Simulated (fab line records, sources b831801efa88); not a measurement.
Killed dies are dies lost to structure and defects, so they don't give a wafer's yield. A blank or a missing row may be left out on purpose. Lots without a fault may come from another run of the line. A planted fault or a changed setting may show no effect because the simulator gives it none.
Which tool did it? | flow gf180mcu | 7 lots, 21 wafers sampled, at 3 steps of a route of 602

WHAT THE GAUGES READ, wafer by wafer
GF_PSD_TW_MEAS_11.
lot  | measured     | on            | PSD_TW
L376 | day 15 07:03 | film_metro-02 | 3177 3173 3174
L379 | day 16 03:40 | film_metro-02 | 3148 3167 3162
L384 | day 17 14:53 | film_metro-03 | 3256 3235 3257
L389 | day 19 13:59 | film_metro-03 | 3236 3226 3241
L391 | day 20 06:37 | film_metro-01 | 3165 3165 3160
L394 | day 21 05:13 | film_metro-03 | 3253 3259 3246
L397 | day 21 23:59 | film_metro-03 | 3247 3241 3233

WHICH TOOL RAN EACH LOT (tool, then ch and the chambers of the sampled wafers, then the start)
lot  | GF_HV_LDD_STRIP_37                   | GF_NSD_SOFTBAKE_03
L376 | plasma_asher-02 ch 0,1, day 12 13:28 | litho_track-04 ch 0, day 13 22:47
L379 | plasma_asher-02 ch 0,1, day 13 08:52 | litho_track-04 ch 0, day 14 18:26
L384 | plasma_asher-03 ch 0,1, day 14 15:52 | litho_track-02 ch 0, day 16 04:17
L389 | plasma_asher-02 ch 0,1, day 16 10:41 | litho_track-03 ch 0, day 18 00:44
L391 | plasma_asher-04 ch 0,1, day 17 01:51 | litho_track-02 ch 0, day 18 17:32
L394 | plasma_asher-04 ch 0,1, day 18 00:35 | litho_track-03 ch 0, day 19 16:25
L397 | plasma_asher-02 ch 0,1, day 18 20:22 | litho_track-02 ch 0, day 20 11:50
- GF_HV_LDD_STRIP_37: strips in O2/N2.
- GF_NSD_SOFTBAKE_03: time 60 s.

THE ANSWER, worked out from the rows above alone
Rule: what is usual is taken from the lots themselves. Put in order of their means at a reading, lots are off if they are a third of the lots or fewer, leave a main group of 4 or more, and stand apart from it by a gap of 3 or more times the standard deviation of the main group's means; of several such gaps the widest counts. A main group whose means are all the same, to the digits that the tables above print for the reading, isn't used. A lot without any number at a reading at which 4 lots or more have one is off too. The other lots that the step has rows for count as sound.
No lot is off at any reading shown: from this, nothing can be told.

WHAT THE SIMULATOR HAD PUT IN
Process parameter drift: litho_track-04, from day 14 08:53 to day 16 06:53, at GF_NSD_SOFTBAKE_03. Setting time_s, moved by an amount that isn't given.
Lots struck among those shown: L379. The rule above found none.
